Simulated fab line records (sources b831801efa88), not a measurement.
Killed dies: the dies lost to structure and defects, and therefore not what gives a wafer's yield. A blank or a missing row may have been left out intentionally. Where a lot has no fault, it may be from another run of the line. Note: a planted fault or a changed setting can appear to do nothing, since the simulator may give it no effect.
Problem report in the 8D (eight disciplines) form, filled by code    flow gf180mcu    the parts of the form that need people (team, actions taken, sign-off) are left out

== 1. WHAT WENT WRONG ==
Wafers without a fault read 3000.1 rpm, standard deviation 1.9; spin-speed-rpm at GF_VT_IMPLANT_COAT_02 reads a mean of 3631.7 rpm on 6 wafers belonging to 2 lots. So: +99 or more standard deviations from the usual mean.
The step: resist thk 1000 nm.
The first sign was on wafer L649.1 at day 8 23:39, on litho-track-02. The record holds 36 wafers of 12 lots with a number at this step. Rule for "out" (also "out of limits"): further than 4 standard deviations from the usual mean. All remaining wafers that have a number are taken as sound.

== 2. WHAT IT IS AND WHAT IT IS NOT ==
question                     is                      is not
which readings at this step  spin-speed-rpm          -
which lots                   L649, L652              L635, L637, L638, L640, L643, L644, L645, L654, L656, L657
which wafers of those lots   all that have a number  -
read on which tools          litho-track-02          litho-track-01, litho-track-04
when                         from day 8 23:39        up to then (21 sound wafers); but 9 sound wafers of L654, L656, L657 came after

== 3. THE SUSPECTS, EACH WITH WHAT RULES IT OUT ==
Counting: a tool at a process step up to the reading stays a suspect if it ran every lot that is out and no sound lot after the first of them.
- litho-track-02 at GF_VT_IMPLANT_COAT_02 (resist thk 1000 nm): kept. Every lot that is out went through it, starting with L649 (day 8 23:39), and after that it ran no sound lot; the last sound lot it ran before then is L644 (day 7 19:14). On those wafers its own readings are out: spin-speed-rpm.
Remaining after the count: litho-track-02 at GF_VT_IMPLANT_COAT_02.

== 4. THE CAUSE (what the simulator had put in) ==
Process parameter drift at GF_VT_IMPLANT_COAT_02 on litho-track-02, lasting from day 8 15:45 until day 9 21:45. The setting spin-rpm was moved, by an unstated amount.
Counting left only this tool.

== 5. THE CHAIN OF EFFECTS, in route order ==
One row per reading whose mean, taken over the struck wafers that have a number, lies over 3 standard deviations from the usual. Only readings whose record carries a usual standard deviation are examined. hours: median over the lots of the time between each lot's start at the first step of this table that gives one and its start at this step. sigmas: the change, counted in usual standard deviations.
hours  step                    reading                   usual       on struck wafers  change  sigmas
0      GF_VT_IMPLANT_COAT_02   spin-speed-rpm            3000.1 rpm  3631.7            +631.6  +99 or more
9      GF_VT_IMPLANT_STRIP_09  strip-time-to-endpoint-s  12.63 s     11.55             -1.08   -29
Process steps it contains:
- GF_VT_IMPLANT_COAT_02: resist thk 1000 nm.
- GF_VT_IMPLANT_STRIP_09: strips in O2/N2.
At these later measuring or inspecting steps, every struck wafer for which the step has a row has a number for every such reading, and none has moved that far: GF_VT_IMPLANT_OVL_MEAS_18, GF_VT_IMPLANT_TW_MEAS_32.

== 6. HOW IT WOULD HAVE BEEN CAUGHT EARLIER ==
8 hours passed between the start of the fault at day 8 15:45 and the first reading out of limits in this record, taken at day 8 23:39.
